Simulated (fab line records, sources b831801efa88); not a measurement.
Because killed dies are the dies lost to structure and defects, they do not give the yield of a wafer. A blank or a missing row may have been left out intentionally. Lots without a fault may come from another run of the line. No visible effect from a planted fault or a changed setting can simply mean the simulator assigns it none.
8D (eight disciplines) problem report, filled in by code | flow gf180mcu | the parts of the form that need people (team, actions taken, sign-off) are left out

## 1. PROBLEM STATEMENT
MIM_CVD_05_THK at GF_MIM_THK_MEAS_06 reads a mean of 44.7 nm on 1 wafer of 1 lot; wafers without a fault read 42.0 nm with a standard deviation of 0.65. Measured from the usual mean, that is +4.2 standard deviations.
Earliest sighting: wafer L342.4 on film_metro-03 at day 26 22:47. The record has a number at this step for 32 wafers belonging to 11 lots. By rule, "out" or "out of limits" means more than 4 standard deviations away from the usual mean. The rest of the wafers with a number are treated as sound.

## 2. WHAT IT IS; WHAT IT IS NOT
question                    | is                | is not
which readings at this step | MIM_CVD_05_THK    | -
which lots                  | L342              | L334, L337, L338, L339, L340, L341, L354, L355, L356, L357
which wafers of those lots  | L342.4            | L342.3
read on which gauges        | film_metro-03     | film_metro-01, film_metro-04
when                        | from day 26 22:47 | up to then (19 sound wafers); but 12 sound wafers of L354, L355, L356, L357 came after

## 3. WHAT RULES OUT EACH SUSPECT
Counting: a tool at a process step up to the reading stays a suspect if it ran every lot that is out. Sound lots after the first of them don't rule it out here, since some wafers of a struck lot are sound.
- the gauge at GF_MIM_THK_MEAS_06: kept. All the wafers that are out were read on film_metro-03, and no step on other tools shows them out.
- pvd_sputter-03 at GF_M4_SPUTTER_00 (material Ti, target thk 37.5 nm, time 150 s): kept. The lot that is out, L342, ran on it at day 25 01:50; the last sound lot it ran before that was L340, at day 24 02:25.
- pvd_sputter-03 at GF_M4_SPUTTER_01 (material TiN, target thk 30 nm, time 25 s): kept. The lot that is out, L342, ran on it at day 25 01:56; the last sound lot it ran before that was L340, at day 24 02:31.
- pecvd-03 at GF_MIM_CVD_05 (deposits Si3N4, target thk 42 nm, time 29.086 s): kept. The lot that is out, L342, ran on it at day 26 22:44; the last sound lot it ran before that was L340, at day 26 00:37.
- At GF_MIM_CVD_05 on pecvd-03, chamber 2 took the sound wafers of the same lots and chamber 1 took the wafers that are out.
Left after counting: pvd_sputter-03 at GF_M4_SPUTTER_00, pvd_sputter-03 at GF_M4_SPUTTER_01, pecvd-03 at GF_MIM_CVD_05, film_metro-03 at GF_MIM_THK_MEAS_06.

## 4. THE CAUSE (what the simulator had put in)
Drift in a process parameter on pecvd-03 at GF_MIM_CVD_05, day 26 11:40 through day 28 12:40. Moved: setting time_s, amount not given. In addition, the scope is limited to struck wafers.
This tool is one of the 4 suspects left after counting.

## 5. SEQUENCE OF EFFECTS, ordered by route
Each row: a reading whose mean over the struck wafers that have a number lies more than 3 standard deviations from the usual. Scope: only readings with a usual standard deviation given in the record; hours: median across lots of the time from each lot's start at the first step in this table that gives one to its start at this step; sigmas: change in usual standard deviations.
hours | step               | reading        | usual   | on struck wafers | change | sigmas
0     | GF_MIM_THK_MEAS_06 | MIM_CVD_05_THK | 42.0 nm | 44.7             | +2.7   | +4.2

## 6. WHAT WOULD HAVE CAUGHT IT SOONER
11 hours passed between the start of the fault at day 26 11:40 and the first reading out of limits at a measuring or inspecting step in this record, taken at day 26 22:47.
Tool readings at GF_MIM_CVD_05 with a usual standard deviation given in the record: none out on any struck wafer, hence no alarm at a limit of 4 standard deviations on them.
Each of the lots that are out, 1 in all, had begun GF_MIM_CVD_05 on pecvd-03 no later than day 26 22:47. Holding the tool at that point would not have protected any of them.
